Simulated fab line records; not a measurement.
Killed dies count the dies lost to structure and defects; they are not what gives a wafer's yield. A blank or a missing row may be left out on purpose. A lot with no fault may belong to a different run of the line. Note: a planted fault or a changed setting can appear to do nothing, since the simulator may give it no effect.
The tool behind it: which one? -- flow sky130 -- 36 wafers from 12 lots sampled at 6 of the route's 708 steps

## WHAT THE GAUGES READ, wafer by wafer
SKY_LDD_P_OVL_MEAS_08.
lot,measured,on,LDD_P_OVL (nm)
L919,day 19 13:59,overlay-02,-0.5 2.8 -0.1
L920,day 19 11:58,overlay-01,-0.3 -0.9 -1.2
L923,day 20 11:06,overlay-02,0.7 -0.4 -1.2
L926,day 22 10:11,overlay-02,-0.8 -0.8 -1.3
L925,day 22 11:11,overlay-02,-1.0 -2.2 -1.6
L928,day 23 22:34,overlay-02,-0.9 0.0 0.2
L931,day 24 15:32,overlay-02,2.3 -0.7 0.8
L933,day 25 08:58,overlay-02,0.3 0.7 0.9
L937,day 26 03:52,overlay-02,-0.2 -0.5 -0.3
L938,day 26 14:39,overlay-02,1.2 0.0 1.4
L941,day 26 18:43,overlay-02,-0.8 0.7 -1.7
L940,day 27 00:58,overlay-01,-1.2 -1.1 -0.8

SKY_LDD_LDN_OVL_MEAS_07.
lot,measured,on,LDD_LDN_OVL (nm)
L919,day 23 09:59,overlay-02,1.0 -1.0 0.9
L920,day 23 07:49,overlay-02,-0.6 1.2 1.0
L923,day 24 06:26,overlay-02,-2.0 -2.2 -1.3
L926,day 26 03:26,overlay-02,1.0 1.3 0.3
L925,day 26 04:58,overlay-01,2.5 0.8 1.2
L928,day 27 14:17,overlay-02,- - -
L931,day 28 08:19,overlay-02,1.1 -0.8 2.0
L933,day 29 00:23,overlay-01,0.7 1.6 2.7
L937,day 29 16:40,overlay-01,-0.5 0.0 0.0
L938,day 30 04:31,overlay-01,2.8 0.3 2.2
L941,day 30 09:36,overlay-01,-1.0 -1.7 0.8
L940,day 30 12:49,overlay-01,2.5 1.9 2.9

SKY_LDD_LDN_TW_MEAS_13.
lot,measured,on,LDD_LDN_TW
L919,day 23 10:43,film_metro-01,1482 1474 1482
L920,day 23 08:33,film_metro-01,1482 1474 1479
L923,day 24 07:10,film_metro-04,1474 1478 1473
L926,day 26 04:10,film_metro-03,1461 1461 1463
L925,day 26 05:42,film_metro-04,1481 1471 1471
L928,day 27 15:02,film_metro-04,30 30 30 29 30 30
L931,day 28 09:02,film_metro-03,1467 1466 1469
L933,day 29 01:08,film_metro-01,1482 1481 1483
L937,day 29 17:24,film_metro-04,1460 1452 1453
L938,day 30 05:16,film_metro-04,1457 1459 1457
L941,day 30 10:21,film_metro-03,1466 1473 1469
L940,day 30 13:33,film_metro-01,1472 1486 1492

SKY_POLY_CUT_CD_MEAS_08 targets a cd of 270 nm.
lot,measured,on,cd_nm (nm)
L919,day 24 19:44,cd_sem-02,271.8 271.7 271.1
L920,day 24 15:17,cd_sem-02,272.7 271.1 272.6
L923,day 25 14:20,cd_sem-02,268.7 267.6 269.2
L926,day 27 12:07,cd_sem-02,271.1 269.3 270.2
L925,day 27 12:31,cd_sem-02,268.5 267.5 268.3
L931,day 29 14:44,cd_sem-01,271.1 271.6 271.8
L933,day 30 06:34,cd_sem-01,268.4 269.4 269.7
L937,day 30 22:54,cd_sem-02,269.9 268.4 268.7
L938,day 31 10:55,cd_sem-01,268.3 269.5 267.6
L941,day 31 15:53,cd_sem-01,270.4 269.7 269.9
L940,day 31 18:59,cd_sem-02,272.4 270.5 271.5

## TOOL THAT RAN EACH LOT (tool first, then ch and the chambers of the sampled wafers, then the start)
lot,SKY_POLY_GATE_STRIP_18,SKY_LDD_LDN_EXPOSE_04
L919,"plasma_asher-01 ch 0,1, day 16 20:43","iline_stepper-02 ch 0, day 22 18:41"
L920,"plasma_asher-03 ch 0,1, day 16 21:04","iline_stepper-01 ch 0, day 22 16:46"
L923,"plasma_asher-01 ch 0,1, day 17 20:54","iline_stepper-02 ch 0, day 23 15:55"
L926,"plasma_asher-02 ch 0,1, day 19 16:52","iline_stepper-02 ch 0, day 25 12:14"
L925,"plasma_asher-03 ch 0,1, day 19 17:31","iline_stepper-01 ch 0, day 25 14:10"
L928,"plasma_asher-03 ch 0,1, day 21 07:18","iline_stepper-02 ch 0, day 27 00:40"
L931,"plasma_asher-03 ch 1, day 22 01:19","iline_stepper-01 ch 0, day 27 17:56"
L933,"plasma_asher-03 ch 0,1, day 22 18:22","iline_stepper-02 ch 0, day 28 10:31"
L937,"plasma_asher-02 ch 0,1, day 23 13:34","iline_stepper-01 ch 0, day 29 02:48"
L938,"plasma_asher-02 ch 0,1, day 23 23:46","iline_stepper-02 ch 0, day 29 14:39"
L941,"plasma_asher-02 ch 0,1, day 24 06:17","iline_stepper-02 ch 0, day 29 19:24"
L940,"plasma_asher-03 ch 0,1, day 24 10:54","iline_stepper-02 ch 0, day 29 23:10"
- SKY_POLY_GATE_STRIP_18: strips in O2/N2.
- SKY_LDD_LDN_EXPOSE_04: exposes mask LDNTM, target cd 700 nm.

## AS READ BY THE TOOLS THEMSELVES (means over the sampled wafers that have a number; for cases with no such wafer, the mark the record gives instead)
SKY_POLY_GATE_STRIP_18.
lot,tool,drypump_motor_current_A (A),o2_flow_sccm (sccm),oes_product_au (a.u.),strip_time_to_endpoint_s (s)
L919,plasma_asher-01,5.2,3004,0.362,3.177
L920,plasma_asher-03,5.6,2992,0.360,3.173
L923,plasma_asher-01,5.4,3009,0.359,3.149
L926,plasma_asher-02,5.8,2992,0.362,3.207
L925,plasma_asher-03,5.5,2990,0.362,3.184
L928,plasma_asher-03,5.9,2992,0.365,3.186
L931,plasma_asher-03,6.2,2999,0.363,3.188
L933,plasma_asher-03,5.5,3000,0.364,3.168
L937,plasma_asher-02,5.5,3004,0.360,3.163
L938,plasma_asher-02,5.8,2995,0.362,3.158
L941,plasma_asher-02,5.8,3002,0.361,3.137
L940,plasma_asher-03,5.6,3010,0.360,3.142

## THE ANSWER, worked out from the rows above alone
Rule: what is usual is taken from the lots themselves. The widest of any qualifying gaps counts: lots, ordered by their means at a reading, are off when they make up no more than a third of the lots, leave a main group of 4 or more, and stand apart from it by 3 or more times the standard deviation of that group's means. A main group whose means are all the same, to the digits that the tables above print for the reading, isn't used. Also off: a lot with no number at a reading for which 4 or more lots have one. The other lots that the step has rows for count as sound. Order of review: gauges by route order, followed by the tools' own readings, for which a lot's mean as printed above is used. At the first step where some lot is off, the reading lying furthest off is the one used; lots without a number count as furthest.
Off: L928, at SKY_LDD_LDN_OVL_MEAS_07 (LDD_LDN_OVL). Without a number there: L928. For the main group the mean is 0.7 nm and the standard deviation 1.2.
A tool fits if, at a process step before that reading, it ran every lot that is off, and no sound lot after the first of them. Not tried: the gauges at SKY_LDD_LDN_OVL_MEAS_07; whatever is off there is also off at SKY_LDD_LDN_TW_MEAS_13, on other tools, and gauge error can't account for it. Not one of the candidates tried fits.

## WHAT THE SIMULATOR PUT IN
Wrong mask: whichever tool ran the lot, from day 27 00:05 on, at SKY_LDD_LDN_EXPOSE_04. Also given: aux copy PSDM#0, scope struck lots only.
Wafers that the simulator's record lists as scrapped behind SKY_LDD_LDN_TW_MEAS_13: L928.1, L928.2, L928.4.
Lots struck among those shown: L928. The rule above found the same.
